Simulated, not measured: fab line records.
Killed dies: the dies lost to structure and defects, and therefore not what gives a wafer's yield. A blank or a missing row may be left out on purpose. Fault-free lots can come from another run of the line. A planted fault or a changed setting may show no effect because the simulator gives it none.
Comparing a struck lot with a sound one :: flow gf180mcu :: 23 out of 602 route steps
Sound: these wafers, L843.4, L843.5, L843.6. Struck: wafer L842.6 (left out: L842.2, a lot-mate that was not struck); the cause follows at the end.
Each step with rows lists, per side, the tool, then ch with its chambers, then its first start. Under that, the readings that differ: sound wafers :: struck wafers :: difference of the means :: sigmas: that difference in standard deviations of wafers without a fault.
alike: a reading whose means differ by less than 2 such deviations, as well as words and numbers matching on both sides. not compared: withheld readings; readings where some wafer has no value; bounds like >300 that might hide an equal value; numbers whose values overlap and for which the record gives no deviation.
A row with sigmas, a row that says differs or no value, or rows on one side alone: a step with any of these is where the two part. Numbers that have no deviation but don't overlap get no sigmas and don't part them. A reading that every wafer of one side lacks parts them only if that side has two wafers or more.

GF_V5_RS_MEAS_24: uses a four-point probe to measure.
  sound: film metro-03 at day 31 22:49; struck: film metro-04 at day 31 14:09
  alike: V5_W_RS
GF_V5_THK_MEAS_25: measures by xrf.
  sound: film metro-03 at day 31 22:54; struck: film metro-04 at day 31 14:16
reading: V5_W_THK (nm)
sound: 363 364 360
struck: 349
difference: -13
sigmas: -2
GF_V5_CMP_26: polishes, stops on SiO2, t overpolish 15 s, target thk 0 nm.
  sound on cmp-02 ch 0,3, day 31 22:59; struck on cmp-01 ch 1, day 31 14:25
reading: time to endpoint s (s)
sound: 99 104 91
struck: 87
difference: -11
sigmas: -2
  alike: head pressure psi, motor current A, overpolish run s, retaining ring pressure frac
GF_TOP_METAL_SPUTTER_00: material Ti, target thk 37.5 nm, time 150 s.
  sound: pvd sputter-04 at day 31 23:17; struck: pvd sputter-04 at day 31 14:37
  alike: throttle valve pct
GF_TOP_METAL_SPUTTER_01: material TiN, target thk 30 nm, time 25 s.
  sound: pvd sputter-04 at day 31 23:21; struck: pvd sputter-04 at day 31 14:43
  alike: throttle valve pct
then, 1 step without rows for these wafers: GF_TOP_METAL_SPUTTER_02 (material AlCu, target thk 900 nm, time 47.82 s).
GF_TOP_METAL_SPUTTER_03: material Ti, target thk 5 nm, time 3.3 s.
  sound: pvd sputter-04 at day 31 23:25; struck: pvd sputter-04 at day 31 14:47
  alike: throttle valve pct
GF_TOP_METAL_SPUTTER_04: material TiN, target thk 25 nm, time 20.8 s.
  sound: pvd sputter-04 at day 31 23:26; struck: pvd sputter-04 at day 31 14:48
  alike: throttle valve pct
GF_TOP_METAL_RS_MEAS_05: uses a four-point probe to measure.
  sound: film metro-01 at day 31 23:31; struck: film metro-01 at day 31 14:51
  alike: TOP_METAL_ALCU_RS
GF_TOP_METAL_THK_MEAS_06: measures by xrf.
  sound: film metro-01 at day 31 23:36; struck: film metro-01 at day 31 14:58
  alike: TOP_METAL_ALCU_THK
then, 2 steps without rows for these wafers: GF_TOP_METAL_DEHYDRATE_07 (time 60 s); GF_TOP_METAL_HMDS_08 (prime time 60 s).
GF_TOP_METAL_COAT_09: resist thk 1500 nm.
  sound on litho track-01 ch 0, day 32 07:33; struck on litho track-04 ch 0, day 31 23:17
reading: model.NOVOLAK_of_TOP_METAL_COAT_09.thk nm (nm)
sound: 1500 1501 1501
struck: 1458
difference: -43
sigmas: 
then, 4 steps without rows for these wafers: GF_TOP_METAL_SOFTBAKE_10 (time 60 s); GF_TOP_METAL_EXPOSE_11 (exposes mask MetalTop, target cd 440 nm); GF_TOP_METAL_PEB_12; GF_TOP_METAL_DEVELOP_13 (develop time 60 s).
GF_TOP_METAL_CD_MEAS_14: target cd 440 nm.
  sound: cd sem-02 at day 32 16:05; struck: cd sem-01 at day 32 07:48
reading: cd nm (nm)
sound: 444.6 443.9 443.2
struck: 436.4
difference: -7.5
sigmas: -3
GF_TOP_METAL_OVL_MEAS_15:
  sound: overlay-02 at day 32 16:10; struck: overlay-01 at day 32 07:55
  alike: TOP_METAL_OVL
GF_TOP_METAL_METAL_ETCH_16: etches the open film in Cl2/BCl3, stops on SiO2, target depth 1197 nm, time 199.5 s.
  sound on rie metal-01 ch 0,1, day 32 16:14; struck on rie metal-01 ch 1, day 32 07:56
reading: throttle valve pct (%)
sound: 28.252 28.235 28.232
struck: 28.218
difference: -0.022
sigmas: -2

reading: model.NOVOLAK_of_TOP_METAL_COAT_09.thk nm (nm)
sound: 1028 1033 1029
struck: 983.4
difference: -46.6
sigmas: 
  alike: bias w, drypump motor current A, oes product au
  not compared: rf hours counter h
GF_TOP_METAL_STRIP_17: strips in O2/N2.
  sound on plasma asher-03 ch 0,1, day 32 16:24; struck on plasma asher-01 ch 0, day 32 08:08
reading: strip time to endpoint s (s)
sound: 12.98 13.05 13.00
struck: 12.53
difference: -0.48
sigmas: -5
  alike: drypump motor current A, heater power w, oes product au
  not compared: rf hours counter h
then, 1 step without rows for these wafers: GF_TOP_METAL_STRIP_18 (strips in post etch residue remover, time 1200 s).
GF_PASSIVATION_PROBE_99:
  the record has rows for the sound wafers here (prober-02, day 33 11:19) and none for the struck ones

WHERE THEY PART
At GF_V5_THK_MEAS_25 first; at GF_PASSIVATION_PROBE_99 last (within this record only).

WHY: whatever the simulator had introduced
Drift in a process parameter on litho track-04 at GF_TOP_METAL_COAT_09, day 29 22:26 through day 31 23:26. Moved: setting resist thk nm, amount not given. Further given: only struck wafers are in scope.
